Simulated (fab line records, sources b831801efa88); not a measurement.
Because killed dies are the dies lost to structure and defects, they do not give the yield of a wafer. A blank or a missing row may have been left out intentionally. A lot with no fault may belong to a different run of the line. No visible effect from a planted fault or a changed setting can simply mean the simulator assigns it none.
A single fault, viewed from 2 desks    flow sky130    every desk sees just its own numbers, and what lay behind them comes last

## THE TOOL OWNER'S DESK: lpcvd-01
The tool's own readings at SKY_POLY_GATE_CVD_00 (deposits poly-Si, target thk 180 nm, time 720 s): means of the sampled wafers that have a number, for each lot that ran on this tool. The brackets show how far a lot's mean lies from the usual mean; more than 4 standard deviations puts the lot out of limits, marked OUT.
Columns: A = spikeTcLowerC at SKY_POLY_GATE_CVD_00, usual 619.7 C; B = spikeTcUpperC at SKY_POLY_GATE_CVD_00, usual 619.7 C; C = susceptorTempC at SKY_POLY_GATE_CVD_00, usual 620.0 C; D = zonePowerBottomPct at SKY_POLY_GATE_CVD_00, usual 11.9 %; E = zonePowerTopPct at SKY_POLY_GATE_CVD_00, usual 21.6 %
lot   first seen here  A      B      C      D     E
L751  day 13 21:34     617.4  621.1  620.0  12.4  21.1
L752  day 14 00:35     619.8  619.3  620.5  11.6  22.3
L753  day 14 10:49     619.7  619.7  619.9  11.4  22.0
L754  day 14 18:56     620.3  621.0  619.8  12.3  21.1
L758  day 16 11:04     620.2  621.2  620.2  12.4  21.0
L760  day 17 11:59     618.9  620.3  620.1  12.4  21.0
L763  day 18 16:07     619.4  621.2  620.0  12.4  21.0
L762  day 18 17:19     619.9  618.5  619.7  11.5  21.9
L764  day 19 16:10     620.2  618.9  620.0  11.4  22.0
This desk's finding: nothing out of limits on any of the 9 lots.

## THE METROLOGY DESK
Lot by lot, what the gauges showed, no matter which tool ran the lot: averages of those sampled wafers that carry a number. The brackets show how far a lot's mean lies from the usual mean; more than 4 standard deviations puts the lot out of limits, marked OUT.
Columns: A = POLY_GATE_CVD_00_THK at SKY_POLY_GATE_THK_MEAS_01, usual 179.6 nm; B = cdNm at SKY_METAL1_CD_MEAS_15, usual 140.4 nm
lot   first seen here  A                B
L751  day 13 22:46     180.3            139.5
L752  day 14 01:48     180.7            138.6
L753  day 14 12:01     179.2            140.0
L754  day 14 20:08     179.3            139.8
L758  day 16 12:52     178.2            141.3
L760  day 17 13:11     180.2            138.1
L763  day 18 17:19     152.9 (-17) OUT  140.7
L762  day 18 18:31     153.0 (-17) OUT  138.3
L764  day 19 17:23     151.9 (-17) OUT  140.7
This desk reports L762, L763, L764 out of limits; the earliest was L763 at day 18 17:19 (POLY_GATE_CVD_00_THK at SKY_POLY_GATE_THK_MEAS_01). L751, L752, L753, L754, L758, L760: within limits.

## PUT TOGETHER
At day 18 17:19 the metrology desk could have sounded an alarm, on L762, L763, L764.
The desk of the tool owner found nothing out of limits.
Tool owner's desk: L762, L763, L764 on record, inside its limits.
Of the lots named, all ran SKY_POLY_GATE_CVD_00 on lpcvd-01.

## WHAT THE SIMULATOR HAD PUT IN
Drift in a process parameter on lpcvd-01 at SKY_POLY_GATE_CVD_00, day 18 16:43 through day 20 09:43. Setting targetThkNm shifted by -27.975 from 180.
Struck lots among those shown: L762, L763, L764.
Hours from the fault's start to each desk's first reading out of limits: the metrology desk, 1.
